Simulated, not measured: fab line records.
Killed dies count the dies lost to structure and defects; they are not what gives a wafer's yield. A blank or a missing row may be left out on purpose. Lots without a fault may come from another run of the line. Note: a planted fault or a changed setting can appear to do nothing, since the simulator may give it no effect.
Which tool did it? / flow gf180mcu / 12 lots with 36 wafers sampled at 2 steps, on a route of 602 steps

WHAT THE GAUGES READ, wafer by wafer
GF_V2_RS_MEAS_24: measures by four-point-probe.
lot=L075; measured=day 20 15:44; on=film-metro-01; V2_W_RS (ohm/sq)=0.321 0.333 0.330
lot=L077; measured=day 21 05:53; on=film-metro-02; V2_W_RS (ohm/sq)=0.329 0.328 0.328
lot=L079; measured=day 22 01:26; on=film-metro-03; V2_W_RS (ohm/sq)=0.320 0.321 0.330
lot=L081; measured=day 23 03:18; on=film-metro-02; V2_W_RS (ohm/sq)=0.324 0.320 0.327
lot=L083; measured=day 23 20:17; on=film-metro-01; V2_W_RS (ohm/sq)=0.325 0.328 0.323
lot=L085; measured=day 24 17:58; on=film-metro-03; V2_W_RS (ohm/sq)=0.322 0.330 0.324
lot=L087; measured=day 25 14:41; on=film-metro-03; V2_W_RS (ohm/sq)=0.322 0.320 0.328
lot=L090; measured=day 26 00:32; on=film-metro-03; V2_W_RS (ohm/sq)=0.333 0.319 0.334
lot=L089; measured=day 26 10:53; on=film-metro-01; V2_W_RS (ohm/sq)=0.325 0.323 0.331
lot=L093; measured=day 27 01:35; on=film-metro-03; V2_W_RS (ohm/sq)=0.333 0.335 0.334
lot=L095; measured=day 27 07:37; on=film-metro-02; V2_W_RS (ohm/sq)=0.327 0.327 0.329
lot=L097; measured=day 28 06:08; on=film-metro-02; V2_W_RS (ohm/sq)=0.324 0.333 0.328

WHICH TOOL RAN EACH LOT (tool, then ch and the chambers of the sampled wafers, then the start)
lot=L075; GF_V2_CVD_23=cvd-w-02 ch 0,1, day 20 15:38
lot=L077; GF_V2_CVD_23=cvd-w-01 ch 0, day 21 05:41
lot=L079; GF_V2_CVD_23=cvd-w-01 ch 0,1, day 22 01:19
lot=L081; GF_V2_CVD_23=cvd-w-01 ch 0,1, day 23 03:10
lot=L083; GF_V2_CVD_23=cvd-w-01 ch 0,1, day 23 20:10
lot=L085; GF_V2_CVD_23=cvd-w-02 ch 0,1, day 24 17:52
lot=L087; GF_V2_CVD_23=cvd-w-02 ch 0,1, day 25 14:35
lot=L090; GF_V2_CVD_23=cvd-w-02 ch 0,1, day 26 00:25
lot=L089; GF_V2_CVD_23=cvd-w-02 ch 0,1, day 26 10:46
lot=L093; GF_V2_CVD_23=cvd-w-01 ch 0, day 27 01:29
lot=L095; GF_V2_CVD_23=cvd-w-01 ch 0,1, day 27 07:30
lot=L097; GF_V2_CVD_23=cvd-w-02 ch 0,1, day 28 06:02
- GF_V2_CVD_23: deposits W, target thk 350 nm, time 104.94 s.

THE ANSWER, worked out from the rows above alone
Rule: the lots themselves supply what counts as usual. Put in order of their means at a reading, lots are off if they are a third of the lots or fewer, leave a main group of 4 or more, and stand apart from it by a gap of 3 or more times the standard deviation of the main group's means; of several such gaps the widest counts. A main group whose means are all the same, to the digits that the tables above print for the reading, isn't used. Also off: a lot with no number at a reading for which 4 or more lots have one. Any other lot the step has rows for is counted as sound.
No lot is off at any reading shown: from this, nothing can be told.

WHAT WAS PUT IN BY THE SIMULATOR
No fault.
